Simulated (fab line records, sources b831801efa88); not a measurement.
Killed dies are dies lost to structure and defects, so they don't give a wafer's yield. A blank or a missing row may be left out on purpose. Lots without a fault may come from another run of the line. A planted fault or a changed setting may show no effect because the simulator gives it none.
fab line records | flow gf180mcu | part 2 of 2: steps 26 to 34 of 34
record lots=5 wafers=15 last_day=34
route steps=602 shown DNWELL@38 NWELL@42 LVPWELL@54 MVSD@66
lots that met no fault: from a run of the same line without faults
start_h: hours from the record's first day to the start of the lot's first wafer shown | wait_h: hours since the lot's step before | " the same as in the row above | L1.1+2: a row that stands for several wafers | - no value, or no start given | * or withheld: withheld | < > ~ a bound
route shown NAME@n: a module of which the file shows steps, and the number in the route of the first | usual: mean/standard deviation of fault-free wafers | same: alike in all rows | chamber/n: place in a boat | sites: the reading at each site | _std_site: their standard deviation | _edge_site: outer sites' mean less inner sites' | radius_mm: how far each site lies from the wafer's centre | mask NAME#n: copy n | behind: the tool/chamber that last shaped the wafer | hold: why the lot was held/for how many hours/how that ended | device: the transistor (n, p or np) that didn't switch | end of line: the same wafers' tests at the end of the route | a step without rows: its recipe alone | killed: dies lost to structure and defects at the first sort, not the wafer's yield | map: a wafer's dies, x killed, . not, _ none there
set.NAME: the setting as run; set.NAME@STEP: as run at that earlier step | model.NAME: the simulator's own value behind a step, which no gauge read
lots at some steps of the route; a table a step, a row a wafer
services: from which hour (start_h, from the record's first day; less than 0 if before it) a tool's chamber was out of use, for how many hours, and why
## steps
# step GF_LVPWELL_IMPLANT_09
# recipe species=B energy_kev=60 dose_cm2=5e+12 tilt_deg=0
# usual beam_on_s=9.97/0.18
# columns lot.wafer tool chamber start_h wait_h beam_on_s
L081.1 implanter-04 0 105.84 0.1 9.86
L081.2 " 0 " " 10.15
L081.3 " 0 " " 9.74
L082.1 implanter-03 0 120.36 0.1 10.03
L082.4 " 0 " " 9.84
L082.5 " 0 " " 9.74
L091.1 implanter-04 0 165.31 0.1 10.17
L091.3 " 0 " " 9.98
L091.6 " 0 " " 10.30
L093.2 implanter-01 0 174.96 0.1 10.13
L093.3 " 0 " " 10.12
L093.5 " 0 " " 9.91
L097.1 implanter-03 0 200.05 0.1 9.95
L097.2 " 0 " " 9.97
L097.6 " 0 " " 9.50
# step GF_LVPWELL_STRIP_10
# recipe chemistry=O2/N2 power_w=1400 pressure_mtorr=1500 platen_temp_c=250 o2_flow_sccm=3000 n2_flow_sccm=300 overash_fraction=0.5
# usual drypump_motor_current_A=5.7/0.58 heater_power_w=362/33 o2_flow_sccm=3001/8.8 oes_product_au=0.722/0.0043 strip_time_to_endpoint_s=37.01/0.094
# columns lot.wafer tool chamber start_h wait_h drypump_motor_current_A heater_power_w o2_flow_sccm oes_product_au rf_hours_counter_h strip_time_to_endpoint_s
L081.1 plasma_asher-02 0 105.99 0.1 6.7 339 3004 0.728 47 36.98
L081.2 " 1 " " 5.4 329 2991 0.721 47 36.97
L081.3 " 1 " " 5.4 329 3005 0.717 - 37.08
L082.1 plasma_asher-04 1 120.51 0.1 5.2 409 2997 0.725 32 37.04
L082.4 " 0 " " 6.1 401 3004 0.720 - 36.98
L082.5 " 1 " " 5.2 397 3023 0.725 - 37.05
L091.1 plasma_asher-04 1 165.46 0.1 5.2 399 3009 0.719 36 37.08
L091.3 " 1 " " 5.2 402 2998 0.720 - 36.97
L091.6 " 1 " " 5.2 388 3004 0.724 - 36.88
L093.2 plasma_asher-02 0 175.09 0.1 6.7 347 3007 0.722 55 36.97
L093.3 " 1 " " 5.3 324 3000 0.717 - 37.09
L093.5 " 0 " " 6.7 343 3002 0.717 - 37.06
L097.1 plasma_asher-04 0 200.20 0.1 6.1 378 2999 0.727 40 36.91
L097.2 " 1 " " 5.2 412 2991 0.724 40 36.92
L097.6 " 1 " " 5.2 390 2993 0.723 - 36.97
# step GF_LVPWELL_TW_MEAS_11
# usual LVPWELL_TW=563/4.5
# columns lot.wafer tool chamber start_h wait_h LVPWELL_TW
L081.1 film_metro-03 - 106.09 0.1 567
L081.2 " - " " 566
L081.3 " - " " 562
L082.1 film_metro-03 - 120.61 0.1 562
L082.4 " - " " 563
L082.5 " - " " 564
L091.1 film_metro-01 - 165.56 0.1 557
L091.3 " - " " 560
L091.6 " - " " 563
L093.2 film_metro-03 - 175.20 0.1 563
L093.3 " - " " 561
L093.5 " - " " 562
L097.1 film_metro-03 - 200.31 0.1 564
L097.2 " - " " 565
L097.6 " - " " 565
# step GF_MVSD_DEHYDRATE_00
# recipe temp_c=200 time_s=60
# usual resist_line_temp_C=22.99/0.11
# columns lot.wafer tool chamber start_h wait_h resist_line_temp_C
L081.1 litho_track-02 0 112.85 6.8 23.09
L081.2 " 0 " " 23.03
L081.3 " 0 " " 22.89
L082.1 litho_track-01 0 127.87 7.3 22.93
L082.4 " 0 " " 22.97
L082.5 " 0 " " 22.90
L091.1 litho_track-03 0 173.12 7.6 23.26
L091.3 " 0 " " 23.11
L091.6 " 0 " " 23.08
L093.2 litho_track-01 0 183.09 7.9 22.99
L093.3 " 0 " " 23.06
L093.5 " 0 " " 22.98
L097.1 litho_track-01 0 208.22 7.9 23.03
L097.2 " 0 " " 22.98
L097.6 " 0 " " 23.08
# step GF_MVSD_HMDS_01
# recipe prime_time_s=60 prime_temp_c=120
# usual resist_line_temp_C=23.02/0.1
# columns lot.wafer tool chamber start_h wait_h resist_line_temp_C
L081.1 litho_track-02 0 113.00 0.1 23.11
L081.2 " 0 " " 22.96
L081.3 " 0 " " 23.02
L082.1 litho_track-01 0 128.02 0.1 22.77
L082.4 " 0 " " 22.84
L082.5 " 0 " " 22.93
L091.1 litho_track-03 0 173.27 0.1 23.21
L091.3 " 0 " " 23.03
L091.6 " 0 " " 23.23
L093.2 litho_track-01 0 183.24 0.1 22.89
L093.3 " 0 " " 23.00
L093.5 " 0 " " 22.88
L097.1 litho_track-01 0 208.37 0.1 23.23
L097.2 " 0 " " 22.93
L097.6 " 0 " " 23.17
# step GF_MVSD_COAT_02
# recipe spin_rpm=2000 resist_thk_nm=3000
# usual resist_line_temp_C=22.99/0.1
# columns lot.wafer tool chamber start_h wait_h resist_line_temp_C
L081.1 litho_track-02 0 113.15 0.1 23.03
L081.2 " 0 " " 22.78
L081.3 " 0 " " 22.94
L082.1 litho_track-01 0 128.17 0.1 23.03
L082.4 " 0 " " 22.92
L082.5 " 0 " " 22.88
L091.1 litho_track-03 0 173.42 0.1 23.00
L091.3 " 0 " " 22.96
L091.6 " 0 " " 22.97
L093.2 litho_track-01 0 183.39 0.1 23.09
L093.3 " 0 " " 22.84
L093.5 " 0 " " 22.87
L097.1 litho_track-01 0 208.52 0.1 23.09
L097.2 " 0 " " 22.97
L097.6 " 0 " " 23.10
# step GF_MVSD_SOFTBAKE_03
# recipe temp_c=110 time_s=withheld
# usual resist_line_temp_C=22.98/0.1
# columns lot.wafer tool chamber start_h wait_h resist_line_temp_C
L081.1 litho_track-02 0 113.30 0.1 22.94
L081.2 " 0 " " 23.01
L081.3 " 0 " " 22.89
L082.1 litho_track-01 0 128.32 0.1 22.96
L082.4 " 0 " " 22.91
L082.5 " 0 " " 23.04
L091.1 litho_track-03 0 173.57 0.1 22.97
L091.3 " 0 " " 22.78
L091.6 " 0 " " 22.97
L093.2 litho_track-01 0 183.55 0.1 22.90
L093.3 " 0 " " 23.05
L093.5 " 0 " " 23.02
L097.1 litho_track-01 0 208.67 0.1 22.86
L097.2 " 0 " " 22.98
L097.6 " 0 " " 23.15
# step GF_MVSD_EXPOSE_04
# recipe mask_id=MVSD target_cd_nm=1000 na=0.6 source_shape=conventional sigma_outer=0.6 dose_mj=260
# usual reticle_temp_C=23.00/0.099
# columns lot.wafer tool chamber start_h wait_h mask reticle_temp_C
L081.1 iline_stepper-02 0 - - MVSD#0 23.00
L081.2 " 0 " " MVSD#0 22.94
L081.3 " 0 " " MVSD#0 22.97
L082.1 iline_stepper-02 0 - - MVSD#0 23.21
L082.4 " 0 " " MVSD#0 23.03
L082.5 " 0 " " MVSD#0 22.84
L091.1 iline_stepper-01 0 - - MVSD#0 23.02
L091.3 " 0 " " MVSD#0 22.97
L091.6 " 0 " " MVSD#0 22.93
L093.2 iline_stepper-02 0 - - MVSD#0 22.95
L093.3 " 0 " " MVSD#0 22.65
L093.5 " 0 " " MVSD#0 22.92
L097.1 iline_stepper-01 0 - - MVSD#0 22.99
L097.2 " 0 " " MVSD#0 22.89
L097.6 " 0 " " MVSD#0 23.17
# step GF_MVSD_PEB_05
# recipe temp_c=115 time_s=withheld
# usual resist_line_temp_C=23.01/0.12
# columns lot.wafer tool chamber start_h wait_h resist_line_temp_C
L081.1 litho_track-03 0 - - 23.14
L081.2 " 0 " " 22.98
L081.3 " 0 " " 22.89
L082.1 litho_track-02 0 - - 22.94
L082.4 " 0 " " 23.00
L082.5 " 0 " " 22.85
L091.1 litho_track-02 0 - - 23.09
L091.3 " 0 " " 23.26
L091.6 " 0 " " 23.05
L093.2 litho_track-01 0 - - 22.98
L093.3 " 0 " " 23.08
L093.5 " 0 " " 23.07
L097.1 litho_track-01 0 - - 22.87
L097.2 " 0 " " 22.97
L097.6 " 0 " " 23.00
## services
# columns tool chamber start_h hours kind
implanter-04 - 55.70 2.9 pm
plasma_asher-03 - 56.77 2.8 pm
iline_stepper-01 - 61.22 1.7 pm
implanter-03 - 67.35 3.7 pm
litho_track-02 - 71.71 - consumable_replace:filter
implanter-02 - 78.52 4.2 pm
plasma_asher-01 - 108.83 9.0 pm
plasma_asher-01 0 108.83 9.0 vent_cycle
plasma_asher-01 1 108.83 9.0 vent_cycle
implanter-04 - 116.59 4.0 pm
plasma_asher-01 - 117.83 2.8 pm
plasma_asher-01 0 117.83 - clean
plasma_asher-01 1 117.83 - clean
implanter-04 - 120.57 7.7 pm
implanter-03 - 132.67 3.3 repair
iline_stepper-02 - 134.56 2.1 pm
iline_stepper-02 - 136.65 - consumable_replace:lamp
litho_track-01 - 140.87 - consumable_replace:filter
plasma_asher-03 - 149.64 0.8 repair
plasma_asher-01 - 168.94 0.4 repair
iline_stepper-01 - 176.91 2.1 pm
iline_stepper-01 - 179.00 - consumable_replace:lamp
iline_stepper-02 - 208.41 9.7 repair
